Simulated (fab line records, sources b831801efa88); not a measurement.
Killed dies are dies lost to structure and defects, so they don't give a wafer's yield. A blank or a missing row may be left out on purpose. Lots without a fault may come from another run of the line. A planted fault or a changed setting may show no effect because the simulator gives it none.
A struck lot beside a sound one | flow sfq_line | 28 steps out of a route of 325
Sound: wafers L275.1, L275.4, L275.5. Struck: wafer L287.4. (L287.2, L287.3 of the same lot were not struck and are left out.) The cause comes at the end.
At each step with rows: each side's tool, then ch and its chambers, then its first start. Under that, the readings that differ: sound wafers | struck wafers | difference of the means | sigmas: that difference in standard deviations of wafers without a fault.
alike: readings whose means differ by less than 2 such deviations, and words and numbers that are the same on both sides. not compared: withheld readings, readings that some wafer has no value for, bounds like >300 that may hide the same value, and numbers for which the record gives no deviation and whose values overlap.
The two part at a step that has a row with sigmas, a row that says differs or no value, or rows on one side only. Numbers that don't overlap but have no deviation are shown without sigmas and don't part them. A reading that every wafer of one side lacks parts them only if that side has two wafers or more.

first, 6 steps without rows for these wafers: SFQ_TRILAYER_M1_LITHO_COAT_044 (resist thk 62 nm); SFQ_TRILAYER_M1_LITHO_COAT_039 (resist thk 600 nm); SFQ_TRILAYER_M1_LITHO_SOFTBAKE_043; SFQ_TRILAYER_M1_LITHO_EXPOSE_040 (exposes mask M1, target cd 500 nm); SFQ_TRILAYER_M1_LITHO_PEB_042 (peb time 60 s); SFQ_TRILAYER_M1_LITHO_DEVELOP_041 (time 60 s).
SFQ_M1_OVL_MEAS_911:
  sound on overlay-01, day 18 15:31; struck on overlay-02, day 24 03:52
  alike: M1_OVL
SFQ_TRILAYER_M1_BARC_OPEN_METAL_ETCH_054: etches BARC in O2, target depth 125 nm, time 41.7 s.
  sound on rie_metal-04 ch 0,1, day 18 15:34; struck on rie_metal-02 ch 0, day 24 03:54
  reading                     | sound       | struck | difference | sigmas
  drypump_motor_current_A (A) | 5.7 4.8 4.8 | 6.5    | +1.4       | +2
  alike: he_backside_leak_sccm, oes_product_au
  not compared: rf_hours_counter_h
then, 1 step without rows for these wafers: SFQ_TRILAYER_M1_ETCH_METAL_ETCH_042 (etches Nb in Cl2/Ar, stops on SiO2, target depth 240 nm, time 120 s).
SFQ_TRILAYER_M1_STRIP_STRIP_043: strips in O2.
  sound on rie_metal-04 ch 0,1, day 18 15:44; struck on rie_metal-02 ch 0, day 24 04:05
  reading                     | sound       | struck | difference | sigmas
  drypump_motor_current_A (A) | 5.6 4.8 4.7 | 6.5    | +1.5       | +3
  alike: he_backside_leak_sccm, oes_product_au
  not compared: rf_hours_counter_h
then, 1 step without rows for these wafers: SFQ_TRILAYER_M1_STRIP_SOLV_CLEAN_044 (cleans in NMP, time 600 s).
SFQ_TRILAYER_I1_DEP_PECVD_045: deposits SiO2 from SiH4/N2O, time 111.11 s, target thk 500 nm.
  sound on pecvd-04 ch 0,2, day 18 16:31; struck on pecvd-02 ch 0, day 24 04:52
  reading                      | sound             | struck | difference | sigmas
  chamber_pressure_Torr (Torr) | 2.401 2.398 2.401 | 2.389  | -0.011     | -2
  alike: heater_power_outer_w, heater_power_w, throttle_valve_pct
SFQ_TRILAYER_I1_CMP_CMP_046: polishes SiO2.
  sound on cmp-02 ch 0,3, day 18 17:07; struck on cmp-02 ch 1, day 24 04:56
  reading                                             | sound           | struck | difference | sigmas
  model.SiO2_of_TRILAYER_I1_DEP_PECVD_045.thk_nm (nm) | 197.3 200 197.8 | 216.6  | +18.2      |
  alike: motor_current_A, slurry_filter_dp_kPa, time_to_endpoint_s
SFQ_I1_BOW_MEAS_912:
  sound on film_metro-02, day 18 19:37; struck on film_metro-01, day 24 07:58
  alike: I1_BOW
SFQ_TRILAYER_I1_METRO_MEASURE_047:
  sound on film_metro-02, day 18 19:44; struck on film_metro-01, day 24 08:16
  reading     | sound             | struck | difference | sigmas
  thk_nm (nm) | 197.0 200.2 197.7 | 216.6  | +18.3      | +14
then, 6 steps without rows for these wafers: SFQ_TRILAYER_I1_VIA_LITHO_COAT_054 (resist thk 62 nm); SFQ_TRILAYER_I1_VIA_LITHO_COAT_049 (resist thk 650 nm); SFQ_TRILAYER_I1_VIA_LITHO_SOFTBAKE_053; SFQ_TRILAYER_I1_VIA_LITHO_EXPOSE_050 (exposes mask I1, target cd 500 nm); SFQ_TRILAYER_I1_VIA_LITHO_PEB_052 (peb time 60 s); SFQ_TRILAYER_I1_VIA_LITHO_DEVELOP_051 (time 60 s).
-- the record jumps here: 7 days lie between the struck wafers' starts before and after --
SFQ_I1_OVL_MEAS_913:
  sound on overlay-02, day 25 19:40; struck on overlay-01, day 30 22:15
  alike: I1_OVL
then, 1 step without rows for these wafers: SFQ_TRILAYER_I1_VIA_BARC_OPEN_VIA_ETCH_071 (etches BARC in O2, target depth 125 nm, time 41.7 s).
SFQ_TRILAYER_I1_VIA_ETCH_VIA_ETCH_052: etches SiO2 in CHF3, stops on Nb, target depth 260 nm.
  sound on rie_diel-03 ch 1,2,3, day 25 19:45; struck on rie_diel-03 ch 1, day 30 22:19
  reading                        | sound             | struck | difference | sigmas
  oes_product_au (a.u.)          | 0.851 0.854 0.851 | 0.901  | +0.049     | +8
  model.etch.depth_nm (nm)       | 197.3 200 197.8   | 216.6  | +18.2      |
  model.I1.feature_depth_nm (nm) | 197.3 200 197.8   | 216.6  | +18.2      |
  alike: drypump_motor_current_A
SFQ_TRILAYER_I1_VIA_STRIP_STRIP_053: strips in O2.
  sound on rie_metal-01 ch 1, day 25 19:52; struck on rie_metal-03 ch 0, day 30 22:26
  alike: drypump_motor_current_A, he_backside_leak_sccm, oes_product_au
  not compared: rf_hours_counter_h
then, 1 step without rows for these wafers: SFQ_TRILAYER_I1_VIA_STRIP_SOLV_CLEAN_054 (cleans in NMP, time 600 s).
SFQ_TRILAYER_M2_DEP_PRE_CLEAN_056: time 22.5 s.
  sound on pvd_sputter-04, day 25 20:38; struck on pvd_sputter-03, day 30 23:13
  reading                                             | sound             | struck | difference | sigmas
  model.SiO2_of_TRILAYER_I1_DEP_PECVD_045.thk_nm (nm) | 189.8 192.5 190.3 | 209.1  | +18.2      |
SFQ_TRILAYER_M2_DEP_SPUTTER_055: material Nb, target thk 200 nm, time 133.3 s.
  sound on pvd_sputter-04, day 25 20:40; struck on pvd_sputter-03, day 30 23:14
  alike: throttle_valve_pct

WHERE THEY PART
First at SFQ_TRILAYER_M1_BARC_OPEN_METAL_ETCH_054; last, within this record, at SFQ_TRILAYER_I1_VIA_ETCH_VIA_ETCH_052. Later steps at which nothing parts them and some readings are alike: SFQ_TRILAYER_I1_VIA_STRIP_STRIP_053, SFQ_TRILAYER_M2_DEP_SPUTTER_055.

WHY: what the simulator had put in
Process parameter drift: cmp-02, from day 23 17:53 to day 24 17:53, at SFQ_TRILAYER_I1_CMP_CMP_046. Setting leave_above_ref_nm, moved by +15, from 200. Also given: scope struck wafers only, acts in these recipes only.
